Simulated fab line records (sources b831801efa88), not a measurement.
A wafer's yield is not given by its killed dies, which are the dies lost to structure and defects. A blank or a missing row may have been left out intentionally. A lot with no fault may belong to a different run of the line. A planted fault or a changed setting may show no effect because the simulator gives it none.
What tool caused it? | flow gf180mcu | 11 lots with 32 wafers sampled at 5 steps, on a route of 602 steps

## WHAT THE GAUGES READ, wafer by wafer
GF_CONTACT_CD_MEAS_14: the cd target is 220 nm.
lot  | measured     | on        | cd nm (nm)
L512 | day 15 20:37 | cd sem-01 | 218.1 216.4 217.5
L513 | day 16 11:17 | cd sem-01 | 218.8 219.6 218.9
L516 | day 17 05:39 | cd sem-02 | 220.2 220.9 219.5
L517 | day 18 01:48 | cd sem-01 | 219.7 220.7 219.8
L519 | day 18 12:19 | cd sem-02 | 220.9 221.2 219.5
L520 | day 18 23:36 | cd sem-02 | 220.6 221.0 219.2
L521 | day 19 09:58 | cd sem-02 | 221.1 220.3 220.2
L522 | day 19 21:15 | cd sem-02 | 221.7 222.0 221.3
L523 | day 20 06:17 | cd sem-02 | 219.2 219.8 221.0
L526 | day 21 13:55 | cd sem-01 | 218.3 220.4 219.3
L532 | day 23 14:43 | cd sem-02 | 217.7 216.0

GF_CONTACT_RS_MEAS_25: measurement is done with a four-point probe.
lot  | measured     | on            | CONTACT_W_RS (ohm/sq)
L512 | day 15 21:32 | film metro-03 | 0.391 0.389 0.393
L513 | day 16 12:13 | film metro-02 | 0.391 0.396 0.390
L516 | day 17 06:29 | film metro-03 | 0.379 0.382 0.381
L517 | day 18 02:37 | film metro-03 | 0.387 0.381 0.376
L519 | day 18 13:08 | film metro-04 | 0.384 0.374 0.387
L520 | day 19 00:25 | film metro-04 | 0.380 0.383 0.378
L521 | day 19 10:47 | film metro-02 | 0.382 0.382 0.391
L522 | day 19 22:04 | film metro-03 | 0.385 0.386 0.384
L523 | day 20 07:06 | film metro-03 | 0.380 0.388 0.382
L526 | day 21 14:44 | film metro-04 | 0.379 0.381 0.377
L532 | day 23 15:31 | film metro-02 | 0.385 0.489 0.385 0.488

GF_CONTACT_THK_MEAS_26: measures by xrf.
lot  | measured     | on            | CONTACT_W_THK (nm)
L512 | day 15 21:37 | film metro-03 | 297 299 298
L513 | day 16 12:19 | film metro-02 | 299 293 297
L516 | day 17 06:35 | film metro-03 | 304 301 301
L517 | day 18 02:44 | film metro-03 | 297 304 308
L519 | day 18 13:16 | film metro-04 | 300 309 298
L520 | day 19 00:32 | film metro-04 | 304 301 303
L521 | day 19 10:54 | film metro-02 | 304 305 300
L522 | day 19 22:11 | film metro-03 | 298 298 300
L523 | day 20 07:13 | film metro-03 | 304 297 303
L526 | day 21 14:51 | film metro-04 | 304 305 307
L532 | day 23 17:19 | film metro-02 | 302 238 302 239

## WHAT TOOL EACH LOT RAN ON (gives the tool, then ch and the chambers of the sampled wafers, and finally the start)
lot  | GF_CONTACT_SPUTTER_22        | GF_CONTACT_CVD_24
L512 | pvd sputter-03, day 15 21:10 | cvd w-01 ch 1, day 15 21:22
L513 | pvd sputter-02, day 16 11:53 | cvd w-02 ch 0, day 16 12:01
L516 | pvd sputter-04, day 17 06:16 | cvd w-01 ch 0,1, day 17 06:22
L517 | pvd sputter-03, day 18 02:25 | cvd w-02 ch 0,1, day 18 02:31
L519 | pvd sputter-03, day 18 12:56 | cvd w-02 ch 0,1, day 18 13:02
L520 | pvd sputter-02, day 19 00:13 | cvd w-02 ch 0,1, day 19 00:19
L521 | pvd sputter-04, day 19 10:34 | cvd w-01 ch 0,1, day 19 10:40
L522 | pvd sputter-03, day 19 21:51 | cvd w-02 ch 0,1, day 19 21:57
L523 | pvd sputter-03, day 20 06:54 | cvd w-02 ch 0,1, day 20 07:00
L526 | pvd sputter-04, day 21 14:32 | cvd w-02 ch 0,1, day 21 14:38
L532 | pvd sputter-02, day 23 15:16 | cvd w-01 ch 0,1, day 23 15:24
- GF_CONTACT_SPUTTER_22: material Ti, target thk 15 nm, time 80.02 s.
- GF_CONTACT_CVD_24: deposits W, target thk 300 nm, time 90.339 s.

## WHAT THE TOOLS THEMSELVES READ (means of the sampled wafers that have a number; where no wafer has one, the mark that the record gives instead)
GF_CONTACT_SPUTTER_22.
lot  | tool           | substrate temp c (C) | throttle valve pct (%)
L512 | pvd sputter-03 | 199.97               | 30.1
L513 | pvd sputter-02 | 199.95               | 29.5
L516 | pvd sputter-04 | 200.03               | 30.5
L517 | pvd sputter-03 | 199.97               | 30.4
L519 | pvd sputter-03 | 200.08               | 29.6
L520 | pvd sputter-02 | 199.90               | 29.7
L521 | pvd sputter-04 | 200.04               | 30.4
L522 | pvd sputter-03 | 200.06               | 31.0
L523 | pvd sputter-03 | 200.02               | 30.2
L526 | pvd sputter-04 | 199.79               | 30.6
L532 | pvd sputter-02 | 199.77               | 29.6

GF_CONTACT_CVD_24.
lot  | tool     | heater power outer w (W) | heater power w (W) | susceptor temp C (C)
L512 | cvd w-01 | 461                      | 726                | 400.02
L513 | cvd w-02 | 651                      | 976                | 400.18
L516 | cvd w-01 | 483                      | 778                | 399.99
L517 | cvd w-02 | 555                      | 885                | 400.13
L519 | cvd w-02 | 597                      | 915                | 399.97
L520 | cvd w-02 | 552                      | 889                | 399.78
L521 | cvd w-01 | 520                      | 829                | 399.66
L522 | cvd w-02 | 602                      | 928                | 399.91
L523 | cvd w-02 | 557                      | 882                | 400.24
L526 | cvd w-02 | 602                      | 922                | 400.12
L532 | cvd w-01 | 509                      | 804                | 399.91

## THE ANSWER, worked out from the rows above alone
Rule: the lots themselves supply what counts as usual. The widest of any qualifying gaps counts: lots, ordered by their means at a reading, are off when they make up no more than a third of the lots, leave a main group of 4 or more, and stand apart from it by 3 or more times the standard deviation of that group's means. A main group whose means are all the same, to the digits that the tables above print for the reading, isn't used. A lot without any number at a reading at which 4 lots or more have one is off too. The other lots that the step has rows for count as sound. After the gauges, taken in route order, come the tools' own readings; for these a lot's mean is taken, as printed above. At the first step where some lot is off, the reading lying furthest off is the one used; lots without a number count as furthest.
Off: at GF_CONTACT_RS_MEAS_25 (CONTACT_W_RS), L532. Main group: mean 0.384 ohm/sq, sd 0.0043.
If a tool, at a process step before that reading, ran all the lots that are off and no sound lot after the first of them, it fits. Gauges at GF_CONTACT_RS_MEAS_25: tried the same way as those tools. Can't be told from this: 3 tools fit, pvd sputter-02 at GF_CONTACT_SPUTTER_22, cvd w-01 at GF_CONTACT_CVD_24, film metro-02 at GF_CONTACT_RS_MEAS_25.

## WHAT THE SIMULATOR PUT IN
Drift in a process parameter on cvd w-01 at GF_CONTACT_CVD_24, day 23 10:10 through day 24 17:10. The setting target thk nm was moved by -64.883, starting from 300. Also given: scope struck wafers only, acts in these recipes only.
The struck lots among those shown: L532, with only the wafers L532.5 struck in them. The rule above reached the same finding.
